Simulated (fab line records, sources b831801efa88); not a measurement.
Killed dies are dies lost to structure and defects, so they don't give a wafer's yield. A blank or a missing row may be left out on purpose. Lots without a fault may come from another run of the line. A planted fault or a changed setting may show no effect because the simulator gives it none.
Problem report in the 8D (eight disciplines) form, filled by code | flow sfq_line | the parts of the form that need people (team, actions taken, sign-off) are left out

1. THE PROBLEM
bias_w at SFQ_TRILAYER_M2_ETCH_METAL_ETCH_060 reads a mean of 66.96 W on 2 wafers of 2 lots; wafers without a fault read 80.00 W with a standard deviation of 0.22. That is -59 standard deviations from the usual mean.
The step: etches Nb in Cl2/Ar, stops on SiO2, target depth 240 nm, time 120 s.
First seen on wafer L643.4, day 39 18:58, on rie_metal-03. The record holds 42 wafers of 14 lots with a number at this step. Rule for "out", or "out of limits": more than 4 standard deviations from the usual mean. The other wafers with a number count as sound.

2. WHAT IT IS AND WHAT IT IS NOT
question                    | is                | is not
which readings at this step | bias_w            | drypump_motor_current_A, oes_product_au
which lots                  | L643, L645        | L633, L634, L635, L636, L637, L638, L641, L650, L651, L652, L653, L655
which wafers of those lots  | L643.4, L645.4    | L643.3, L643.5, L645.1, L645.3
read on which tools         | rie_metal-03      | rie_metal-01, rie_metal-02
when                        | from day 39 18:58 | up to then (23 sound wafers); but 17 sound wafers of L645, L650, L651, L652, L653, L655 came after

3. SUSPECTS, AND WHAT RULES EACH OUT
Counting: a tool at a process step up to the reading stays a suspect if it ran every lot that is out. Sound lots after the first of them don't rule it out here, since some wafers of a struck lot are sound.
- rie_metal-03 at SFQ_TRILAYER_M2_ETCH_METAL_ETCH_060 (etches Nb in Cl2/Ar, stops on SiO2, target depth 240 nm, time 120 s): kept. It ran every lot that is out, first L643 (day 39 18:58); its last sound lot up to then is L637 (day 37 13:30). Its own readings are out on those wafers: bias_w.
- Within rie_metal-03 at SFQ_TRILAYER_M2_ETCH_METAL_ETCH_060: the wafers that are out ran in chamber 0; their sound lot-mates ran in chamber 1.
Left after counting: rie_metal-03 at SFQ_TRILAYER_M2_ETCH_METAL_ETCH_060.

4. THE CAUSE (what the simulator had put in)
Process parameter drift: rie_metal-03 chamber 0, from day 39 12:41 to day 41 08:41, at SFQ_TRILAYER_M2_ETCH_METAL_ETCH_060. Setting bias_w, moved by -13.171, from 80. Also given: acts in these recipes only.
Counting left only this tool.

5. THE CHAIN OF EFFECTS, in route order
Each row: a reading whose mean over the struck wafers that have a number lies more than 3 standard deviations from the usual. Only readings for which the record gives a usual standard deviation are gone through. hours: the time from each lot's start at the first step in this table that gives one to its start at this step, as a median over the lots. sigmas: the change in usual standard deviations.
hours | step                                | reading | usual   | on struck wafers | change | sigmas
0     | SFQ_TRILAYER_M2_ETCH_METAL_ETCH_060 | bias_w  | 80.00 W | 66.96            | -13.04 | -59
The process steps in it:
- SFQ_TRILAYER_M2_ETCH_METAL_ETCH_060: etches Nb in Cl2/Ar, stops on SiO2, target depth 240 nm, time 120 s.

6. WHAT WOULD HAVE CAUGHT IT SOONER
In this record the first reading out of limits was taken at day 39 18:58, 6 hours after the fault began at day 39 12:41.
